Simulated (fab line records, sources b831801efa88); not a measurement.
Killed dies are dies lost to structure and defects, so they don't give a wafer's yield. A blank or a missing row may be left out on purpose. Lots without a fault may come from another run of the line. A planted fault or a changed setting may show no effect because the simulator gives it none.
Which tool did it? | flow gf180mcu | 14 lots, 42 wafers sampled, at 4 steps of a route of 602

WHAT THE GAUGES READ, wafer by wafer
GF_LVPWELL_OVL_MEAS_07. Usual: LVPWELL_OVL -0.5 nm, standard deviation 1.3.
lot  | measured    | on         | LVPWELL_OVL (nm) | flag
L658 | day 3 20:41 | overlay-02 | 0.2 -1.4 -1.2    |
L659 | day 4 00:14 | overlay-02 | -1.6 -0.2 0.3    |
L660 | day 4 11:13 | overlay-02 | 0.3 -0.1 0.4     |
L661 | day 4 20:58 | overlay-02 | -0.9 0.4 -1.2    |
L662 | day 5 02:53 | overlay-01 | -1.0 -1.3 -3.9   |
L663 | day 5 11:23 | overlay-01 | 2.6 0.8 2.4      |
L670 | day 6 18:41 | overlay-01 | -0.8 0.2 -0.1    |
L671 | day 6 23:08 | overlay-02 | -0.9 0.4 0.1     |
L672 | day 7 06:44 | overlay-01 | -2.1 -1.2 -1.2   |
L674 | day 7 17:49 | overlay-01 | -2.7 -0.5 -1.4   |
L676 | day 8 05:51 | overlay-01 | -0.2 -0.1 1.1    |
L678 | day 8 14:14 | overlay-02 | -2.0 -1.3 -1.9   |
L679 | day 8 20:53 | overlay-01 | -0.7 -0.6 -0.8   |
L680 | day 9 04:11 | overlay-01 | 0.0 0.8 -0.6     |

GF_VT_IMPLANT_OVL_MEAS_18. Usual: VT_IMPLANT_01_OVL 0.3 nm, standard deviation 1.3.
lot  | measured     | on         | VT_IMPLANT_01_OVL (nm) | flag
L658 | day 6 07:07  | overlay-02 | 1.1 -0.2 1.5           |
L659 | day 6 12:41  | overlay-02 | 3.0 0.9 2.5            |
L660 | day 7 00:47  | overlay-01 | -0.2 -1.1 0.8          |
L661 | day 7 11:46  | overlay-02 | 1.7 1.8 1.9            |
L662 | day 7 18:44  | overlay-01 | -2.0 0.0 -1.4          |
L663 | day 8 04:37  | overlay-02 | 0.2 -0.2 -0.3          |
L670 | day 9 13:35  | overlay-01 | 0.5 1.4 0.5            |
L671 | day 9 18:55  | overlay-02 | 1.3 0.7 -0.2           |
L672 | day 10 03:14 | overlay-01 | 2.1 -0.5 -0.7          |
L674 | day 10 16:17 | overlay-01 | -2.2 -1.8 -1.6         |
L676 | day 11 06:42 | overlay-01 | 0.5 0.8 -1.5           |
L678 | day 11 14:37 | overlay-01 | 1.3 1.4 -0.6           |
L679 | day 11 22:23 | overlay-01 | -1.0 2.5 0.3           |
L680 | day 12 07:09 | overlay-02 | -2.0 -2.4 -2.5         |

WHICH TOOL RAN EACH LOT (tool, then ch and the chambers of the sampled wafers, then the start)
lot  | GF_STI_ETCH_13                    | GF_MVPSD_HMDS_01
L658 | rie_diel-03 ch 0,1,3, day 2 01:33 | litho_track-03 ch 0, day 4 17:58
L659 | rie_diel-01 ch 0,2,3, day 2 06:25 | litho_track-03 ch 0, day 4 22:22
L660 | rie_diel-01 ch 0,1,2, day 2 13:39 | litho_track-01 ch 0, day 5 09:57
L661 | rie_diel-01 ch 0,1,3, day 2 16:54 | litho_track-02 ch 0, day 5 19:50
L662 | rie_diel-02 ch 1,2,3, day 2 21:13 | litho_track-03 ch 0, day 6 02:34
L663 | rie_diel-01 ch 0,1,2, day 3 02:54 | litho_track-03 ch 0, day 6 11:05
L670 | rie_diel-01 ch 0,1, day 4 15:36   | litho_track-01 ch 0, day 7 19:03
L671 | rie_diel-02 ch 1,2, day 4 21:22   | litho_track-01 ch 0, day 7 23:12
L672 | rie_diel-02 ch 1,2,3, day 5 02:33 | litho_track-03 ch 0, day 8 07:16
L674 | rie_diel-03 ch 1,2,3, day 5 13:15 | litho_track-02 ch 0, day 8 19:15
L676 | rie_diel-03 ch 0,3, day 5 23:09   | litho_track-02 ch 0, day 9 08:14
L678 | rie_diel-01 ch 0,2, day 6 08:03   | litho_track-02 ch 0, day 9 16:26
L679 | rie_diel-01 ch 0,2, day 6 14:04   | litho_track-02 ch 0, day 9 23:12
L680 | rie_diel-03 ch 1,2,3, day 6 20:43 | litho_track-02 ch 0, day 10 07:42
- GF_STI_ETCH_13: etches the open film in CHF3/O2, stops on Si, target depth 282.31 nm, time 112.9 s.
- GF_MVPSD_HMDS_01: prime time 60 s.

WHAT THE TOOLS THEMSELVES READ (means of the sampled wafers that have a number; where no wafer has one, the mark that the record gives instead)
GF_STI_ETCH_13. Usual: drypump_motor_current_A 5.5 A, standard deviation 0.43; oes_product_au 0.832 a.u., standard deviation 0.007; throttle_valve_pct 8.810 %, standard deviation 0.01.
lot  | tool        | drypump_motor_current_A (A) | oes_product_au (a.u.) | throttle_valve_pct (%) | flag
L658 | rie_diel-03 | 5.6                         | 0.835                 | 8.797                  |
L659 | rie_diel-01 | 5.6                         | 0.831                 | 8.806                  |
L660 | rie_diel-01 | 5.2                         | 0.834                 | 8.808                  |
L661 | rie_diel-01 | 5.3                         | 0.839                 | 8.814                  |
L662 | rie_diel-02 | 5.7                         | 0.834                 | 8.823                  |
L663 | rie_diel-01 | 5.2                         | 0.832                 | 8.818                  |
L670 | rie_diel-01 | 5.0                         | 0.826                 | 8.806                  |
L671 | rie_diel-02 | 5.8                         | 0.827                 | 8.811                  |
L672 | rie_diel-02 | 5.8                         | 0.831                 | 8.813                  |
L674 | rie_diel-03 | 5.6                         | 0.842                 | 8.818                  |
L676 | rie_diel-03 | 5.7                         | 0.827                 | 8.798                  |
L678 | rie_diel-01 | 5.6                         | 0.828                 | 8.806                  |
L679 | rie_diel-01 | 5.6                         | 0.824                 | 8.808                  |
L680 | rie_diel-03 | 5.6                         | 0.831                 | 8.807                  |

GF_MVPSD_HMDS_01. Usual: exhaust_pa 45.0 Pa, standard deviation 0.83; prime_temp_c 120.02 C, standard deviation 0.13.
lot  | tool           | exhaust_pa (Pa) | prime_temp_c (C) | flag
L658 | litho_track-03 | 45.6            | 120.13           |
L659 | litho_track-03 | 45.4            | 119.87           |
L660 | litho_track-01 | 45.3            | 120.11           |
L661 | litho_track-02 | 44.7            | 120.07           |
L662 | litho_track-03 | 44.0            | 119.93           |
L663 | litho_track-03 | 45.2            | 120.02           |
L670 | litho_track-01 | 45.5            | 117.21           | OFF
L671 | litho_track-01 | 44.8            | 117.27           | OFF
L672 | litho_track-03 | 45.3            | 120.01           |
L674 | litho_track-02 | 45.4            | 120.06           |
L676 | litho_track-02 | 45.0            | 119.95           |
L678 | litho_track-02 | 45.1            | 120.09           |
L679 | litho_track-02 | 45.1            | 120.04           |
L680 | litho_track-02 | 45.3            | 119.87           |

THE ANSWER, worked out from the rows above alone
Rule: a lot is off if the mean of its wafers that have a number lies more than 3 standard deviations from the usual mean. A lot without any number at a reading at which 4 lots or more have one is off too. The other lots that the step has rows for count as sound. The gauges are gone through in route order, then the tools' own readings, and for those a lot's mean is taken as printed above. The first step at which some lot is off is used, and at that step the reading that is off furthest; a lot without a number counts as furthest.
Off: L670, L671, at GF_MVPSD_HMDS_01 (prime_temp_c).
A tool fits if, at that step or a process step before it, it ran every lot that is off, and no sound lot after the first of them. One fits: litho_track-01 at GF_MVPSD_HMDS_01. Its last sound lot is L660 (day 5 09:57), its first lot that is off L670 (day 7 19:03): a fault that began between those two fits.
The tool's own readings at GF_MVPSD_HMDS_01 bear it out: on the lots that are off they differ by more than 5 times the standard deviation of the sound lots' means. prime_temp_c reads 117.24 C there against 120.01 C on the sound lots.

WHAT THE SIMULATOR HAD PUT IN
Process parameter drift: litho_track-01, from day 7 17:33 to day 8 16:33, at GF_MVPSD_HMDS_01. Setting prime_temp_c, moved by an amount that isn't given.
Lots struck among those shown: L670, L671. The rule above found the same.
